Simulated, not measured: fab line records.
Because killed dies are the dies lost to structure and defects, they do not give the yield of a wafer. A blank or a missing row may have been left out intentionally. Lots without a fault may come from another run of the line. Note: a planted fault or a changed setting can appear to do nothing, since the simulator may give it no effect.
Code-filled problem report in 8D (eight disciplines) form | flow gf180mcu | the parts of the form that need people (team, actions taken, sign-off) are left out

== 1. THE PROBLEM ==
At GF_DNWELL_IMPLANT_07, beam energy keV averages 1633.2 over 6 wafers from 2 lots, while fault-free wafers read 1500.1, standard deviation 0.48. That is +99 or more standard deviations from the usual mean.
The first sign was on wafer L793.2 at day 5 22:30, on implanter-01. The record holds 42 wafers of 14 lots with a number at this step. Rule for "out" (also "out of limits"): further than 4 standard deviations from the usual mean. The other wafers with a number count as sound.

== 2. WHAT IT IS, AND WHAT IT ISN'T ==
question                    | is                     | is not
which readings at this step | beam energy keV        | -
which lots                  | L793, L794             | L779, L780, L781, L782, L783, L784, L785, L786, L787, L799, L800, L802
which wafers of those lots  | all that have a number | -
read on which tools         | implanter-01           | implanter-02, implanter-04
when                        | from day 5 22:30       | up to then (27 sound wafers); but 9 sound wafers of L799, L800, L802 came after

== 3. THE SUSPECTS, EACH WITH WHAT RULES IT OUT ==
Counting: a tool at a process step up to the reading stays a suspect if it ran every lot that is out and no sound lot after the first of them.
- implanter-01 at GF_DNWELL_IMPLANT_07: kept. It ran every lot that is out, first L793 (day 5 22:30), and no sound lot after that; its last sound lot up to then is L784 (day 3 20:16). Its own beam energy keV readings are out on those wafers.
Left after counting: implanter-01 at GF_DNWELL_IMPLANT_07.

== 4. THE CAUSE (what the simulator had put in) ==
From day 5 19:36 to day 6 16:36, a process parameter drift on implanter-01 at GF_DNWELL_IMPLANT_07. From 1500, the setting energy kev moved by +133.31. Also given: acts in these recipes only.
Counting left only this tool.

== 5. THE EFFECT CHAIN, in route order ==
Rows list readings where the struck wafers' mean (over those with a number) sits beyond 3 standard deviations from the usual. Only readings whose record carries a usual standard deviation are examined. hours: median over the lots of the time between each lot's start at the first step of this table that gives one and its start at this step. sigmas: the change, counted in usual standard deviations.
hours | step                 | reading         | usual  | on struck wafers | change | sigmas
0     | GF_DNWELL_IMPLANT_07 | beam energy keV | 1500.1 | 1633.2           | +133.1 | +99 or more
Here are the process steps it includes:
- GF_DNWELL_IMPLANT_07
At these later measuring or inspecting steps, every struck wafer for which the step has a row has a number for every such reading, and none has moved that far: GF_HV_LDD_OVL_MEAS_08, GF_M1_OVL_MEAS_15.

== 6. WHAT WOULD HAVE CAUGHT IT SOONER ==
First out-of-limits reading in this record: day 5 22:30, which is 3 hours after fault onset at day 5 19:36.
